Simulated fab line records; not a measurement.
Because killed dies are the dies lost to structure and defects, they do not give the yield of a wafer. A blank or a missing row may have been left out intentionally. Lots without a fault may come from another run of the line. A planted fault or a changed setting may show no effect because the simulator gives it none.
Matching of chambers ; flow gf180mcu ; GF_V4_CMP_04 on cmp-01: 4 sister chambers
The step polishes SiO2. 4 wafers are shown with their chamber, then 7 later ones without.

WAFERS PAIRED WITH THEIR CHAMBERS
wafer;chamber;motor-current-A (A)
L315.2;3;11.7
L318.5;1;12.4
L320.4;0;12.1
L320.5;2;11.8

WAFERS WITHOUT THEIR CHAMBER
wafer;motor-current-A (A)
L320.6;12.8
L324.1;11.2
L324.3;12.5
L324.4;12.2
L325.2;13.3
L325.3;12.4
L325.5;11.6

THE CHAMBER EACH PASSED THROUGH
wafer;from the rows above;in truth
L320.6;can't be placed: 1 or 0 or 2 or 3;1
L324.1;can't be placed: 3 or 2 or 0 or 1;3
L324.3;can't be placed: 1 or 0 or 2 or 3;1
L324.4;can't be placed: 0 or 1 or 2 or 3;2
L325.2;can't be placed: 1 or 0 or 2 or 3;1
L325.3;can't be placed: 1 or 0 or 2 or 3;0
L325.5;can't be placed: 3 or 2 or 0 or 1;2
Correct placement for 0 of the 7. These rows do not allow placing 7 (true chamber among the candidates in 7). Number placed wrongly: 0.
How it was worked out, from the rows above alone: a wafer's distance from a chamber is the root of the sum, over the readings, of the square of ((its reading less the chamber's mean) divided by the reading's scatter). If the next closest chamber is less than 2 further off than the closest, the wafer can't be placed; otherwise it belongs to the closest. A chamber's mean is the mean of its shown wafers. The scatter (one wafer shown for each chamber): square how far every hidden wafer sits from the nearest shown wafer, average those squares and take the square root.
